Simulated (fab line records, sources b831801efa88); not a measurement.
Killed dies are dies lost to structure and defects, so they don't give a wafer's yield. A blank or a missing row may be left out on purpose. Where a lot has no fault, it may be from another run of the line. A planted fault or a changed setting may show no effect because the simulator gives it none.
A lot that was struck, set against a sound lot    flow gf180mcu    27 out of 602 route steps
Sound: the wafers L320.3, L320.4, L320.5. Struck: wafers L327.1, L327.2, L327.6. Last of all comes the cause.
Each step with rows lists, per side, the tool, then ch with its chambers, then its first start. Under that, the readings that differ: sound wafers    struck wafers    difference of the means    sigmas: that difference in standard deviations of wafers without a fault.
alike: readings whose means differ by less than 2 such deviations, and words and numbers that are the same on both sides. not compared: withheld readings, readings that some wafer has no value for, bounds like >300 that may hide the same value, and numbers for which the record gives no deviation and whose values overlap.
A row with sigmas, a row that says differs or no value, or rows on one side alone: a step with any of these is where the two part. Non-overlapping numbers with no deviation appear without sigmas and do not part them. Lack of a reading on every wafer of one side parts them only where that side has two or more wafers.

GF_V2_ETCH_16: etches BARC in N2/H2.
  sound on rie-diel-02 ch 2,3, day 22 13:37; struck on rie-diel-01 ch 1,2, day 25 00:23
  alike: drypump-motor-current-A, oes-product-au, throttle-valve-pct
then, 1 step without rows for these wafers: GF_V2_ETCH_17 (etches SiO2 in C4F8/O2/Ar, stops on TiN, target depth 630 nm).
GF_V2_STRIP_18: strips in O2/N2.
  sound on plasma-asher-04 ch 0,1, day 22 13:46; struck on plasma-asher-01 ch 0,1, day 25 00:31
  alike: drypump-motor-current-A, heater-power-w, oes-product-au
  not compared: rf-hours-counter-h
then, 3 steps without rows for these wafers: GF_V2_STRIP_19 (strips in post etch residue remover, time 1200 s); GF_V2_CLEAN_20 (cleans in DIW); GF_V2_SPUTTER_21 (material Ti, target thk 15 nm, time 80.02 s).
GF_V2_SPUTTER_22: material TiN, target thk 10 nm, time 40 s.
  sound on pvd-sputter-01, day 22 14:26; struck on pvd-sputter-02, day 25 01:28
  alike: cathode-dc-power-W, chamber-pressure-pa, throttle-valve-pct
then, 1 step without rows for these wafers: GF_V2_CVD_23 (deposits W, target thk 350 nm, time 104.94 s).
GF_V2_RS_MEAS_24: the measuring method here is four-point-probe.
  sound on film-metro-04, day 22 14:37; struck on film-metro-04, day 25 01:37
  alike: V2_W_RS
GF_V2_THK_MEAS_25: measures by xrf.
  sound on film-metro-04, day 22 14:43; struck on film-metro-04, day 25 01:44
  alike: V2_W_THK
then, 2 steps without rows for these wafers: GF_V2_CMP_26 (polishes, stops on SiO2, t overpolish 15 s, target thk 0 nm); GF_M3_SPUTTER_00 (material Ti, target thk 37.5 nm, time 150 s).
GF_M3_SPUTTER_01: material TiN, target thk 30 nm, time 25 s.
  sound on pvd-sputter-02, day 22 15:10; struck on pvd-sputter-04, day 25 02:11
  no value came back on the struck wafers for cathode-dc-power-W (W), chamber-pressure-pa (Pa), throttle-valve-pct (%); on the sound wafers cathode-dc-power-W (W) reads 6499.7 6499.2 6501.0
GF_M3_SPUTTER_02: material AlCu, target thk 450 nm, time 23.9 s.
  sound on pvd-sputter-02, day 22 15:11; struck on pvd-sputter-04, day 25 02:13
  alike: cathode-dc-power-W, chamber-pressure-pa, throttle-valve-pct
GF_M3_SPUTTER_03: material Ti, target thk 10 nm, time 6.7 s.
  sound on pvd-sputter-02, day 22 15:13; struck on pvd-sputter-04, day 25 02:15
  alike: cathode-dc-power-W, chamber-pressure-pa, throttle-valve-pct
then, 8 steps without rows for these wafers: GF_M3_SPUTTER_04 (material TiN, target thk 50 nm, time 41.7 s); GF_M3_DEHYDRATE_07 (time 60 s); GF_M3_HMDS_08 (prime time 60 s); GF_M3_COAT_09 (resist thk 1000 nm); GF_M3_SOFTBAKE_10 (time 60 s); GF_M3_EXPOSE_11 (exposes mask Metal3, target cd 280 nm); GF_M3_PEB_12 (peb time 90 s); GF_M3_DEVELOP_13 (develop time 60 s).
GF_M3_CD_MEAS_14: the cd target is 280 nm.
  sound on cd-sem-01, day 23 13:54; struck on cd-sem-02, day 25 23:34
  alike: cd-nm
GF_M3_OVL_MEAS_15:
  sound on overlay-02, day 23 13:59; struck on overlay-02, day 25 23:41
  alike: M3_OVL
GF_M3_METAL_ETCH_16: etches the open film in Cl2/BCl3, stops on SiO2, target depth 627.5 nm, time 104.6 s.
  sound on rie-metal-04 ch 0,1, day 23 14:03; struck on rie-metal-01 ch 0,1, day 25 23:43
reading                sound              struck             difference  sigmas
oes-product-au (a.u.)  0.976 0.981 0.973  0.948 0.955 0.952  -0.025      -4
  alike: drypump-motor-current-A, throttle-valve-pct
  not compared: rf-hours-counter-h
then, 1 step without rows for these wafers: GF_M3_STRIP_17 (strips in O2/N2).

## WHERE THEY PART
Earliest at GF_M3_SPUTTER_01; latest, in this record, at GF_M3_METAL_ETCH_16.

WHY: the cause the simulator had injected
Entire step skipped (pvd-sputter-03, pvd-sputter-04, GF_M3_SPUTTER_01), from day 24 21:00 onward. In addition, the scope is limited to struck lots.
